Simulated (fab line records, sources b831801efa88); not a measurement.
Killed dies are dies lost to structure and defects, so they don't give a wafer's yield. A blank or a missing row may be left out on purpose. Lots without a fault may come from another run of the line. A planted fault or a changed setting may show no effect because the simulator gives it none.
A struck lot beside a sound one | flow sky130 | 32 steps out of a route of 708
Sound: wafers L780.2, L780.3, L780.4. Struck: wafers L790.1, L790.3, L790.5. The cause comes at the end.
At each step with rows: each side's tool, then ch and its chambers, then its first start. Under that, the readings that differ: sound wafers | struck wafers | difference of the means | sigmas: that difference in standard deviations of wafers without a fault.
alike: readings whose means differ by less than 2 such deviations, and words and numbers that are the same on both sides. not compared: withheld readings, readings that some wafer has no value for, bounds like >300 that may hide the same value, and numbers for which the record gives no deviation and whose values overlap.
The two part at a step that has a row with sigmas, a row that says differs or no value, or rows on one side only. Numbers that don't overlap but have no deviation are shown without sigmas and don't part them. A reading that every wafer of one side lacks parts them only if that side has two wafers or more.

SKY_PWDE_OVL_MEAS_07:
  sound on overlay-02, day 4 11:40; struck on overlay-01, day 7 02:16
  alike: PWDE_OVL
then, 1 step without rows for these wafers: SKY_PWDE_IMPLANT_08.
SKY_PWDE_STRIP_09: strips in O2/N2.
  sound on plasma_asher-04 ch 0,1, day 4 11:51; struck on plasma_asher-03 ch 0,1, day 7 02:27
  alike: drypump_motor_current_A, oes_product_au, strip_time_to_endpoint_s
  not compared: rf_hours_counter_h
SKY_PWDE_TW_MEAS_10:
  sound on film_metro-02, day 4 11:58; struck on film_metro-03, day 7 02:33
  alike: PWDE_TW
then, 7 steps without rows for these wafers: SKY_NWELL_DEHYDRATE_03 (time 60 s); SKY_NWELL_HMDS_04 (prime time 60 s); SKY_NWELL_COAT_05 (resist thk 3000 nm); SKY_NWELL_SOFTBAKE_06; SKY_NWELL_EXPOSE_07 (exposes mask NWM, target cd 840 nm); SKY_NWELL_PEB_08; SKY_NWELL_DEVELOP_09 (develop time 62.97 s).
SKY_NWELL_OVL_MEAS_10:
  sound on overlay-01, day 5 05:22; struck on overlay-02, day 7 22:46
  alike: NWELL_00_OVL
SKY_NWELL_IMPLANT_11:
  sound on implanter-01 ch 0, day 5 05:25; struck on implanter-03 ch 0, day 7 22:48
  reading            | sound                        | struck                           | difference  | sigmas
  dose_ions_cm2      | 1.898e+13 1.9025e+13 1.9e+13 | 1.1245e+13 1.1244e+13 1.1236e+13 | -7.7600e+12 | -99 or more
  faraday_current_uA | 107.0 106.3 106.8            | 65.7 63.8 63.7                   | -42.3       | -20
  alike: beam_energy_keV
then, 2 steps without rows for these wafers: SKY_NWELL_IMPLANT_12; SKY_NWELL_IMPLANT_13.
SKY_NWELL_STRIP_14: strips in O2/N2.
  sound on plasma_asher-03 ch 0,1, day 5 05:51; struck on plasma_asher-01 ch 0, day 7 23:15
  alike: drypump_motor_current_A, oes_product_au, strip_time_to_endpoint_s
  not compared: rf_hours_counter_h
SKY_NWELL_TW_MEAS_15:
  sound on film_metro-03, day 5 05:58; struck on film_metro-02, day 7 23:21
  reading  | sound          | struck         | difference | sigmas
  NWELL_TW | 1825 1838 1849 | 1558 1557 1556 | -280       | -23
then, 7 steps without rows for these wafers: SKY_NWELL_DEHYDRATE_16 (time 60 s); SKY_NWELL_HMDS_17 (prime time 60 s); SKY_NWELL_COAT_18 (resist thk 3000 nm); SKY_NWELL_SOFTBAKE_19; SKY_NWELL_EXPOSE_20 (exposes mask NWM COMPLEMENT, target cd 840 nm); SKY_NWELL_PEB_21; SKY_NWELL_DEVELOP_22 (develop time 60 s).
SKY_NWELL_OVL_MEAS_23:
  sound on overlay-02, day 6 00:21; struck on overlay-02, day 8 19:51
  alike: NWELL_01_OVL
then, 1 step without rows for these wafers: SKY_NWELL_IMPLANT_24.
SKY_NWELL_STRIP_25: strips in O2/N2.
  sound on plasma_asher-04 ch 0,1, day 6 00:32; struck on plasma_asher-03 ch 0,1, day 8 20:02
  alike: drypump_motor_current_A, oes_product_au, strip_time_to_endpoint_s
  not compared: rf_hours_counter_h
SKY_NWELL_TW_MEAS_26:
  sound on film_metro-02, day 6 00:38; struck on film_metro-02, day 8 20:08
  alike: NWELL_2_TW
then, 1 step without rows for these wafers: SKY_NWELL_CLEAN_27 (cleans in SC1/SC2, time 156.3 s).
SKY_NWELL_RTA_28: time 30 s.
  sound on rtp_anneal-01 ch 0, day 6 00:46; struck on rtp_anneal-01 ch 0, day 8 20:15
  alike: chamber_o2_ppm, lamp_power_pct, wafer_temp_C_max
SKY_NWELL_RS_MEAS_29: measures by four-point-probe.
  sound on film_metro-03, day 6 00:52; struck on film_metro-04, day 8 20:21
  reading           | sound             | struck            | difference | sigmas
  NWELL_RS (ohm/sq) | 622.2 623.0 621.4 | 827.6 827.4 830.3 | +206.2     | +99 or more
-- the record jumps here: 40 days lie between the struck wafers' starts before and after (it left off in module NWELL and takes up again in module PAD_OPEN, whose first step shown is number 708 of the route) --
SKY_PAD_OPEN_PROBE_99:
  sound on prober-02, day 46 16:34; struck on prober-02, day 49 05:28
  reading                                 | sound                         | struck                       | difference | sigmas
  model.etest.nfet_16v.r_on_ohm_um        | 1.409e+04 1.424e+04 1.409e+04 | 1.71e+04 1.724e+04 1.721e+04 | +3.04e+03  |
  model.etest.res_nwell.line_ohm_um       | 1146 1121 1116                | 1651 1654 1676               | +533       |
  model.etest.res_nwell.rs_ohm_sq         | 940.3 921.8 925.2             | 1337 1327 1348               | +408       |
  model.etest.pfet_g5v0d10v5.r_on_ohm_um  | 4780 4774 4789                | 4693 4697 4652               | -100       |
  model.etest.tip_p_5v.rs_ohm_sq          | 2874 2868 2880                | 2772 2761 2761               | -109       |
  model.etest.res_nwell.width_nm (nm)     | 832.9 833.2 826.7             | 807.6 797 809.5              | -26.2      |
  model.etest.res_iso_pwell.width_nm (nm) | 2664 2664 2654                | 2688 2671 2683               | +20        |
  not compared: model.etest.pfet_16v.r_on_ohm_um

WHERE THEY PART
First at SKY_NWELL_IMPLANT_11; last, within this record, at SKY_NWELL_RS_MEAS_29.

WHY: what the simulator had put in
Process parameter drift: implanter-03, from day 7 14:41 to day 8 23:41, at SKY_NWELL_IMPLANT_11. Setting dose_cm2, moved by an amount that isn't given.
